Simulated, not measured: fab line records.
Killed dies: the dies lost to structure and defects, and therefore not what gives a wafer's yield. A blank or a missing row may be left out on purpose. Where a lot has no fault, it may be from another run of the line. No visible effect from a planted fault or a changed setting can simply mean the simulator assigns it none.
Which tool was responsible? | flow gf180mcu | 13 lots, 39 wafers sampled, at 2 steps of a route of 602

== WHAT THE GAUGES SHOWED, per wafer ==
GF_M2_OVL_MEAS_15. Usual: M2_OVL typically reads 1 nm, with standard deviation 5.7.
lot  | measured     | on         | M2_OVL (nm) | flag
L288 | day 19 01:30 | overlay-02 | 5 3 7       |
L289 | day 19 15:03 | overlay-01 | 8 5 7       |
L290 | day 20 02:04 | overlay-02 | -2 5 -4     |
L291 | day 20 09:45 | overlay-02 | -8 -1 -10   |
L292 | day 20 15:09 | overlay-01 | -8 -8 -7    |
L298 | day 23 00:37 | overlay-02 | 6 7 1       |
L303 | day 24 15:04 | overlay-02 | 2 10 -2     |
L304 | day 24 22:01 | overlay-02 | 8 4 6       |
L305 | day 25 08:19 | overlay-02 | 2 2 -2      |
L306 | day 25 15:36 | overlay-01 | 0 -7 -11    |
L308 | day 26 07:19 | overlay-02 | -6 -3 8     |
L310 | day 26 21:37 | overlay-01 | 0 1 5       |
L311 | day 27 01:12 | overlay-02 | -6 2 -1     |

== WHAT TOOL EACH LOT RAN ON (gives the tool, then ch and the chambers of the sampled wafers, and finally the start) ==
lot  | GF_MVPSD_EXPOSE_04
L288 | iline_stepper-02 ch 0, day 4 16:15
L289 | iline_stepper-01 ch 0, day 4 23:16
L290 | iline_stepper-01 ch 0, day 5 04:28
L291 | iline_stepper-02 ch 0, day 5 12:25
L292 | iline_stepper-01 ch 0, day 5 16:43
L298 | iline_stepper-01 ch 0, day 7 05:26
L303 | iline_stepper-01 ch 0, day 8 10:01
L304 | iline_stepper-01 ch 0, day 8 13:32
L305 | iline_stepper-02 ch 0, day 9 00:22
L306 | iline_stepper-01 ch 0, day 9 05:16
L308 | iline_stepper-01 ch 0, day 9 16:52
L310 | iline_stepper-02 ch 0, day 10 04:43
L311 | iline_stepper-02 ch 0, day 10 09:50
- GF_MVPSD_EXPOSE_04: exposes mask MVPSD, target cd 1000 nm.

== WHAT THE TOOLS THEMSELVES READ (means of the sampled wafers that have a number; where no wafer has one, the mark that the record gives instead) ==
The record holds no such reading with a usual standard deviation.

== THE ANSWER, worked out from the rows above alone ==
Rule: lot off if the mean of its wafers having a number is beyond 3 standard deviations from the usual mean. Also off: a lot with no number at a reading for which 4 or more lots have one. Where the step has rows for the other lots, those lots are counted as sound. After the gauges, taken in route order, come the tools' own readings; for these a lot's mean is taken, as printed above. The first step at which some lot is off is used, and at that step the reading that is off furthest; a lot without a number counts as furthest.
No lot is off at any reading shown: from this, nothing can be told.

== WHAT HAD BEEN PUT IN BY THE SIMULATOR ==
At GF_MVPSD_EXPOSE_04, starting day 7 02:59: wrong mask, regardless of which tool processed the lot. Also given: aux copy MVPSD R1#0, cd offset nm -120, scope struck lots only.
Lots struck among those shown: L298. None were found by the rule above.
